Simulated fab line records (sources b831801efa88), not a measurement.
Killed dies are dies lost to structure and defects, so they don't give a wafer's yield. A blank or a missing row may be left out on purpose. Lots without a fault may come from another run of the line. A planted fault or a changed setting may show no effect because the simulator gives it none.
A struck lot beside a sound one + flow sky130 + 17 steps out of a route of 708
Sound: these wafers, L898.4, L898.5, L898.6. Wafers L907.1, L907.2, L907.6 were the ones struck. The cause is named last.
Per side, at each step with rows, come the tool, then ch with its chambers, and then its first start. Under that, the readings that differ: sound wafers + struck wafers + difference of the means + sigmas: that difference in standard deviations of wafers without a fault.
alike: readings whose means differ by less than 2 such deviations, and words and numbers that are the same on both sides. not compared: withheld readings, readings that some wafer has no value for, bounds like >300 that may hide the same value, and numbers for which the record gives no deviation and whose values overlap.
The two part at a step that has a row with sigmas, a row that says differs or no value, or rows on one side only. When numbers do not overlap yet have no deviation, they are printed without sigmas and do not part them. Lack of a reading on every wafer of one side parts them only where that side has two or more wafers.

first, 3 steps without rows for these wafers: SKY_LI_CONTACT_EXPOSE_09 (exposes mask LICM1, target cd 170 nm); SKY_LI_CONTACT_PEB_10; SKY_LI_CONTACT_DEVELOP_11 (develop time 60 s).
SKY_LI_CONTACT_CD_MEAS_12 targets a cd of 170 nm.
  sound on cdSem-01, day 31 13:15; struck on cdSem-02, day 34 03:22
  alike: cdNm
SKY_LI_CONTACT_OVL_MEAS_13:
  sound on overlay-01, day 31 13:20; struck on overlay-01, day 34 03:29
  alike: LI_CONTACT_OVL
SKY_LI_CONTACT_ETCH_14: etches BARC in N2/H2, stops on SiO2, time 45.9 s, target depth 60 nm.
  sound on rieDiel-02 ch 0,1,2, day 31 13:20; struck on rieDiel-02 ch 0,1,3, day 34 03:31
  alike: drypumpMotorCurrentA, h2FlowSccm, oesProductAu, throttleValvePct
  not compared: rfHoursCounterH
then, 1 step without rows for these wafers: SKY_LI_CONTACT_ETCH_15 (etches PSG in C4F8/O2/Ar, stops on Si, target depth 600 nm).
SKY_LI_CONTACT_STRIP_16: strips in O2/N2.
  sound on plasmaAsher-04 ch 0,1, day 31 13:31; struck on plasmaAsher-02 ch 0,1, day 34 03:38
  alike: drypumpMotorCurrentA, o2FlowSccm, oesProductAu, stripTimeToEndpointS
  not compared: rfHoursCounterH
then, 2 steps without rows for these wafers: SKY_LI_CONTACT_CLEAN_17 (cleans in NMP, time 600 s); SKY_LI_CONTACT_PRE_CLEAN_18 (time 5.6 s).
SKY_LI_CONTACT_SPUTTER_19: material Ti, target thk 20 nm, time 106.37 s.
  sound on pvdSputter-04, day 31 13:46; struck on pvdSputter-02, day 34 03:56
  alike: throttleValvePct
SKY_LI_CONTACT_SPUTTER_20: material TiN, target thk 20 nm, time 80 s.
  sound on pvdSputter-04, day 31 13:50; struck on pvdSputter-02, day 34 04:01
  alike: throttleValvePct
SKY_LI_CONTACT_CVD_21: deposits W, target thk 400 nm, time 120.56 s.
  sound on cvdW-02 ch 0,1, day 31 13:57; struck on cvdW-01 ch 0,1, day 34 04:04
| reading                                 | sound             | struck            | difference | sigmas |
|-----------------------------------------|-------------------|-------------------|------------|--------|
| chamberPressureTorr (Torr)              | 40.01 40.12 40.01 | 47.16 47.24 47.16 | +7.14      | +94    |
| model.W_of_LI_CONTACT_CVD_21.thkNm (nm) | 399 400.9 401.7   | 433.8 430.4 432.8 | +31.8      |        |
  alike: heaterPowerOuterW, heaterPowerW
SKY_LI_CONTACT_RS_MEAS_22: uses a four-point probe to measure.
  sound on filmMetro-04, day 31 14:05; struck on filmMetro-04, day 34 04:12
| reading                  | sound                | struck               | difference | sigmas |
|--------------------------|----------------------|----------------------|------------|--------|
| LI_CONTACT_W_RS (ohm/sq) | 0.2856 0.2842 0.2830 | 0.2624 0.2647 0.2629 | -0.0209    | -8     |
SKY_LI_CONTACT_THK_MEAS_23: measures by xrf.
  sound on filmMetro-04, day 31 14:11; struck on filmMetro-04, day 34 04:19
| reading               | sound       | struck      | difference | sigmas |
|-----------------------|-------------|-------------|------------|--------|
| LI_CONTACT_W_THK (nm) | 404 409 412 | 444 441 444 | +35        | +5     |
SKY_LI_CONTACT_CMP_24: polishes, stops on PSG, t overpolish 20 s, target thk 0 nm.
  sound on cmp-01 ch 1,2, day 31 14:16; struck on cmp-01 ch 0,1,2, day 34 04:23
  alike: motorCurrentA
-- the record jumps here: 15 days lie between the struck wafers' starts before and after (it left off in module LI_CONTACT and takes up again in module PAD_OPEN, whose first step shown is number 708 of the route) --
SKY_PAD_OPEN_PROBE_99:
  sound on prober-02, day 47 16:08; struck on prober-01, day 49 09:14
  alike: killed_at_M0_to_M3, killed_at_M4_up, killedAtContacts, killedAtFrontEnd, killedAtOther, killedDies, killedOpen, killedShort

== WHERE THEY PART ==
At SKY_LI_CONTACT_CVD_21 first; at SKY_LI_CONTACT_THK_MEAS_23 last (within this record only). Later steps at which nothing parts them and some readings are alike: SKY_LI_CONTACT_CMP_24, SKY_PAD_OPEN_PROBE_99.

WHY: whatever the simulator had introduced
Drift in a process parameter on cvdW-01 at SKY_LI_CONTACT_CVD_21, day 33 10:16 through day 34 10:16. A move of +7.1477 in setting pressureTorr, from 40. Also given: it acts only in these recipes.
